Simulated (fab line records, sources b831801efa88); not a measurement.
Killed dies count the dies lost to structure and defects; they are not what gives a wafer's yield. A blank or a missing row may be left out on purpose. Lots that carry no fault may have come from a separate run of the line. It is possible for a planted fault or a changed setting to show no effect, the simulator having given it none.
One fault through the eyes of 2 desks    flow sky130    what lay behind the numbers comes last; until then each desk has only its own

## METROLOGY DESK
What the gauges read, lot by lot, whatever tool the lot ran on: means of the sampled wafers that have a number. The brackets show how far a lot's mean lies from the usual mean; more than 4 standard deviations puts the lot out of limits, marked OUT.
Columns: A = VIA4_W_RS at SKY_VIA4_RS_MEAS_19, usual 0.227 ohm/sq; B = METAL5_ALCU_RS at SKY_METAL5_RS_MEAS_05, usual 0.02724 ohm/sq
lot   first seen here  A      B
L919  day 42 18:02     0.229  0.02689
L920  day 43 05:14     0.226  0.02736
L927  day 45 06:07     0.232  0.02738
L928  day 45 12:37     0.227  0.02719
L931  day 46 07:25     0.222  0.02714
L934  day 47 10:14     0.222  0.02732
L935  day 47 10:32     0.229  0.02732
L936  day 47 12:47     0.227  0.02719
L937  day 47 15:20     0.227  0.02717
L939  day 47 22:46     0.228  0.02692
L940  day 48 00:25     0.229  0.02751
L941  day 48 15:27     0.225  0.02693
L942  day 48 18:43     0.221  0.02714
This desk found nothing out of limits on any of the 13 lots.

## DESK OF THE TOOL OWNER: implanter-01
For each lot that ran on this tool, the mean over its sampled wafers that have a number, from the tool's own readings at SKY_SONOS_TUNNEL_IMPLANT_09. The brackets show how far a lot's mean lies from the usual mean; more than 4 standard deviations puts the lot out of limits, marked OUT.
Columns: A = faraday_current_uA at SKY_SONOS_TUNNEL_IMPLANT_09, usual 5.64
lot   first seen here  A
L927  day 14 08:38     5.61
L928  day 14 11:40     5.67
L940  day 18 05:32     5.83
This desk found nothing out of limits on any of the 3 lots.

## TAKEN TOGETHER
At the metrology desk, nothing out of limits was observed.
Nothing out of limits was seen by the tool owner's desk.

## WHAT WAS PUT IN BY THE SIMULATOR
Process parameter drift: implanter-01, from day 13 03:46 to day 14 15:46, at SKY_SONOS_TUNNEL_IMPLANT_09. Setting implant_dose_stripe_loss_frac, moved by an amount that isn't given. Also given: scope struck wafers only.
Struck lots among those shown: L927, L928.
